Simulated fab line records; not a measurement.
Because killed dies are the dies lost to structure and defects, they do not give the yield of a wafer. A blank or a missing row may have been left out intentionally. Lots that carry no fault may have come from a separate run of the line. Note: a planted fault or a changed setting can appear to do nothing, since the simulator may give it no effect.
What tool caused it? ; flow sky130 ; Sampling: 12 lots, 36 wafers, 5 of 708 route steps

== WHAT EACH GAUGE READ, for each wafer ==
SKY_METAL3_OVL_MEAS_14.
lot;measured;on;METAL3_OVL (nm)
L506;day 38 23:43;overlay-02;3 -2 -1
L507;day 39 04:37;overlay-02;-2 3 -1
L512;day 41 04:46;overlay-02;3 2 4
L514;day 41 05:49;overlay-02;-4 -6 -5
L515;day 41 08:34;overlay-02;11 10 8
L518;day 42 14:52;overlay-01;-5 2 -3
L519;day 42 15:13;overlay-01;-7 -3 1
L520;day 42 23:15;overlay-01;-6 -6 -1
L525;day 44 04:01;overlay-02;-10 0 -10
L526;day 44 13:22;overlay-01;-8 -12 -11
L527;day 44 18:37;overlay-02;5 6 9
L528;day 45 00:13;overlay-02;-8 -8 -3

SKY_VIA3_THK_MEAS_01.
lot;measured;on;VIA3_HDPCVD_THK (nm)
L506;day 39 01:02;film-metro-02;1644 1644 1614
L507;day 39 06:14;film-metro-02;1623 1638 1614
L512;day 41 05:56;film-metro-02;1622 1639 1635
L514;day 41 06:57;film-metro-02;3112 3119 3102
L515;day 41 09:42;film-metro-04;3134 3122 3138
L518;day 42 16:02;film-metro-04;1642 1611 1646
L519;day 42 16:23;film-metro-04;1631 1619 1633
L520;day 43 00:23;film-metro-01;1619 1627 1638
L525;day 44 05:10;film-metro-02;1633 1647 1631
L526;day 44 14:38;film-metro-04;1620 1637 1621
L527;day 44 19:52;film-metro-01;1627 1644 1640
L528;day 45 01:21;film-metro-04;1660 1660 1645

== WHAT TOOL EACH LOT RAN ON (gives the tool, then ch and the chambers of the sampled wafers, and finally the start) ==
lot;SKY_CAPM_SPUTTER_02;SKY_CAPM_METAL_ETCH_13;SKY_VIA3_HDPCVD_00
L506;pvd-sputter-02, day 36 19:24;rie-metal-02 ch 0, day 37 22:04;hdpcvd-01 ch 1,2, day 39 00:51
L507;pvd-sputter-02, day 37 00:42;rie-metal-04 ch 0, day 38 02:47;hdpcvd-02 ch 0,1,2, day 39 06:03
L512;pvd-sputter-01, day 39 03:01;rie-metal-02 ch 0,1, day 40 03:26;hdpcvd-01 ch 0,1,2, day 41 05:46
L514;pvd-sputter-03, day 39 05:00;rie-metal-02 ch 0,1, day 40 04:41;hdpcvd-02 ch 1,2, day 41 06:47
L515;pvd-sputter-02, day 39 08:13;rie-metal-04 ch 0,1, day 40 07:47;hdpcvd-02 ch 0,1, day 41 09:32
L518;pvd-sputter-01, day 40 14:29;rie-metal-02 ch 0, day 41 14:26;hdpcvd-01 ch 0,1,2, day 42 15:52
L519;pvd-sputter-02, day 40 15:14;rie-metal-03 ch 1, day 41 15:20;hdpcvd-01 ch 0,2, day 42 16:13
L520;pvd-sputter-03, day 40 23:22;rie-metal-02 ch 0,1, day 41 23:11;hdpcvd-01 ch 0,1,2, day 43 00:13
L525;pvd-sputter-02, day 42 06:50;rie-metal-03 ch 0,1, day 43 05:26;hdpcvd-01 ch 0,2, day 44 04:59
L526;pvd-sputter-03, day 42 15:34;rie-metal-02 ch 0,1, day 43 13:56;hdpcvd-01 ch 0,1,2, day 44 14:28
L527;pvd-sputter-02, day 42 19:32;rie-metal-02 ch 0,1, day 43 18:56;hdpcvd-01 ch 0,1,2, day 44 19:42
L528;pvd-sputter-02, day 43 02:37;rie-metal-02 ch 0,1, day 44 01:08;hdpcvd-02 ch 0,2, day 45 01:11
- SKY_CAPM_SPUTTER_02: material TiN, target thk 200 nm, time 166.7 s.
- SKY_CAPM_METAL_ETCH_13: etches TiN in Cl2/BCl3, stops on SiO2, target depth 220 nm, time 62.9 s.
- SKY_VIA3_HDPCVD_00: deposits SiO2, target thk 1635 nm, time 272.5 s.

== WHAT THE TOOLS THEMSELVES READ (means of the sampled wafers that have a number; where no wafer has one, the mark that the record gives instead) ==
SKY_CAPM_SPUTTER_02.
lot;tool;throttle-valve-pct (%)
L506;pvd-sputter-02;29.4
L507;pvd-sputter-02;30.0
L512;pvd-sputter-01;28.8
L514;pvd-sputter-03;29.2
L515;pvd-sputter-02;30.2
L518;pvd-sputter-01;29.3
L519;pvd-sputter-02;30.8
L520;pvd-sputter-03;29.4
L525;pvd-sputter-02;31.3
L526;pvd-sputter-03;29.7
L527;pvd-sputter-02;31.6
L528;pvd-sputter-02;31.1

SKY_CAPM_METAL_ETCH_13.
lot;tool;chamber-pressure-mTorr (mTorr);drypump-motor-current-A (A);oes-product-au (a.u.);throttle-valve-pct (%)
L506;rie-metal-02;10.000;6.0;0.942;21.901
L507;rie-metal-04;9.996;5.9;0.942;21.901
L512;rie-metal-02;10.000;6.2;0.939;21.902
L514;rie-metal-02;9.993;6.1;0.938;21.897
L515;rie-metal-04;10.000;5.8;0.932;21.910
L518;rie-metal-02;9.999;6.1;0.940;21.912
L519;rie-metal-03;10.016;5.1;0.938;21.912
L520;rie-metal-02;9.994;6.2;0.943;21.900
L525;rie-metal-03;10.004;5.3;0.938;21.906
L526;rie-metal-02;9.997;6.2;0.936;21.906
L527;rie-metal-02;10.001;6.2;0.950;21.901
L528;rie-metal-02;10.003;6.1;0.940;21.901

== THE ANSWER, worked out from the rows above alone ==
Rule: the usual values come from the lots themselves. Put in order of their means at a reading, lots are off if they are a third of the lots or fewer, leave a main group of 4 or more, and stand apart from it by a gap of 3 or more times the standard deviation of the main group's means; of several such gaps the widest counts. Not used: any main group whose means are identical at the precision the tables above print for the reading. Also off: a lot with no number at a reading for which 4 or more lots have one. The other lots that the step has rows for count as sound. First the gauges in route order, then the tools' own readings, where a lot's mean is used as printed above. The first step at which some lot is off is used, and at that step the reading that is off furthest; a lot without a number counts as furthest.
Off: L514, L515, seen at SKY_VIA3_THK_MEAS_01 (VIA3_HDPCVD_THK). Main group: mean 1633 nm, sd 8.3.
A tool fits if, at a process step before that reading, it ran every lot that is off, and no sound lot after the first of them. The gauges at SKY_VIA3_THK_MEAS_01 are tried like those tools. Of those tried, none fits.

== WHAT THE SIMULATOR HAD PUT IN ==
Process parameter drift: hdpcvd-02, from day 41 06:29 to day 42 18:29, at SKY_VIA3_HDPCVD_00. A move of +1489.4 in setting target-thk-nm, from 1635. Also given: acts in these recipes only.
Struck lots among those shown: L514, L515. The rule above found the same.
